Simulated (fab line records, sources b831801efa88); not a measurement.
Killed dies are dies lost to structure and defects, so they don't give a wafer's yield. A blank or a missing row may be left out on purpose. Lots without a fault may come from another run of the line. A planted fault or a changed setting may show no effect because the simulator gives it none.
A struck lot beside a sound one | flow sky130 | 21 steps out of a route of 708
Sound: wafers L411.1, L411.5, L411.6. Struck: wafers L415.2, L415.4, L415.6. The cause comes at the end.
At each step with rows: each side's tool, then ch and its chambers, then its first start. Under that, the readings that differ: sound wafers | struck wafers | difference of the means | sigmas: that difference in standard deviations of wafers without a fault.
alike: readings whose means differ by less than 2 such deviations, and words and numbers that are the same on both sides. not compared: withheld readings, readings that some wafer has no value for, bounds like >300 that may hide the same value, and numbers for which the record gives no deviation and whose values overlap.
The two part at a step that has a row with sigmas, a row that says differs or no value, or rows on one side only. Numbers that don't overlap but have no deviation are shown without sigmas and don't part them. A reading that every wafer of one side lacks parts them only if that side has two wafers or more.

first, 5 steps without rows for these wafers: SKY_VT_ADJUST_HVTR_COAT_02 (resist thk 1140 nm); SKY_VT_ADJUST_HVTR_SOFTBAKE_03 (time 60 s); SKY_VT_ADJUST_HVTR_EXPOSE_04 (exposes mask HVTRM, target cd 380 nm); SKY_VT_ADJUST_HVTR_PEB_05; SKY_VT_ADJUST_HVTR_DEVELOP_06 (develop time 60 s).
SKY_VT_ADJUST_HVTR_CD_MEAS_07: target cd 380 nm.
  sound on cd_sem-01, day 11 11:12; struck on cd_sem-02, day 12 11:57
  alike: cd_nm
SKY_VT_ADJUST_HVTR_OVL_MEAS_08:
  sound on overlay-02, day 11 11:19; struck on overlay-01, day 12 12:04
  alike: VT_ADJUST_HVTR_OVL
then, 1 step without rows for these wafers: SKY_VT_ADJUST_HVTR_IMPLANT_09.
SKY_VT_ADJUST_HVTR_STRIP_10: strips in O2/N2.
  sound on plasma_asher-04 ch 0,1, day 11 11:31; struck on plasma_asher-01 ch 0,1, day 12 12:14
  alike: drypump_motor_current_A, o2_flow_sccm, oes_product_au, strip_time_to_endpoint_s
  not compared: rf_hours_counter_h
SKY_VT_ADJUST_HVTR_TW_MEAS_11:
  sound on film_metro-01, day 11 11:37; struck on film_metro-04, day 12 12:21
  reading           | sound             | struck            | difference | sigmas
  VT_ADJUST_HVTR_TW | 209.1 208.6 208.5 | 214.2 214.2 213.6 | +5.3       | +2
then, 2 steps without rows for these wafers: SKY_VT_ADJUST_PCH_DEHYDRATE_00 (time 60 s); SKY_VT_ADJUST_PCH_HMDS_01 (prime time 60 s).
SKY_VT_ADJUST_PCH_COAT_02: resist thk 3000 nm.
  sound on litho_track-04 ch 0, day 11 23:32; struck on litho_track-03 ch 0, day 13 00:52
  reading                                         | sound                | struck               | difference | sigmas
  spin_speed_rpm (rpm)                            | 1998.2 1999.8 1999.2 | 1713.1 1714.2 1714.9 | -285.0     | -99 or more
  model.coat_of_VT_ADJUST_PCH_COAT_02.thk_nm (nm) | 3021 3007 3007       | 3253 3257 3251       | +242       |
then, 3 steps without rows for these wafers: SKY_VT_ADJUST_PCH_SOFTBAKE_03; SKY_VT_ADJUST_PCH_EXPOSE_04 (exposes mask NWM, target cd 840 nm); SKY_VT_ADJUST_PCH_PEB_05.
SKY_VT_ADJUST_PCH_DEVELOP_06: develop time 60 s.
  sound on litho_track-04 ch 0; struck on litho_track-04 ch 0
  reading                                         | sound          | struck         | difference | sigmas
  model.coat_of_VT_ADJUST_PCH_COAT_02.thk_nm (nm) | 3017 3003 3003 | 3248 3253 3247 | +242       |
SKY_VT_ADJUST_PCH_OVL_MEAS_07:
  sound on overlay-01, day 12 11:35; struck on overlay-02, day 13 13:48
  alike: VT_ADJUST_PCH_OVL
then, 1 step without rows for these wafers: SKY_VT_ADJUST_PCH_IMPLANT_08.
SKY_VT_ADJUST_PCH_STRIP_09: strips in O2/N2.
  sound on plasma_asher-02 ch 0,1, day 12 11:47; struck on plasma_asher-04 ch 0,1, day 13 13:59
  reading                      | sound             | struck            | difference | sigmas
  strip_time_to_endpoint_s (s) | 37.16 37.00 37.00 | 39.82 39.83 39.80 | +2.76      | +28
  alike: drypump_motor_current_A, o2_flow_sccm, oes_product_au
  not compared: rf_hours_counter_h
SKY_VT_ADJUST_PCH_TW_MEAS_10:
  sound on film_metro-01, day 12 11:53; struck on film_metro-02, day 13 14:05
  alike: VT_ADJUST_PCH_TW

WHERE THEY PART
First at SKY_VT_ADJUST_HVTR_TW_MEAS_11; last, within this record, at SKY_VT_ADJUST_PCH_STRIP_09. Later steps at which nothing parts them and some readings are alike: SKY_VT_ADJUST_PCH_TW_MEAS_10.

WHY: what the simulator had put in
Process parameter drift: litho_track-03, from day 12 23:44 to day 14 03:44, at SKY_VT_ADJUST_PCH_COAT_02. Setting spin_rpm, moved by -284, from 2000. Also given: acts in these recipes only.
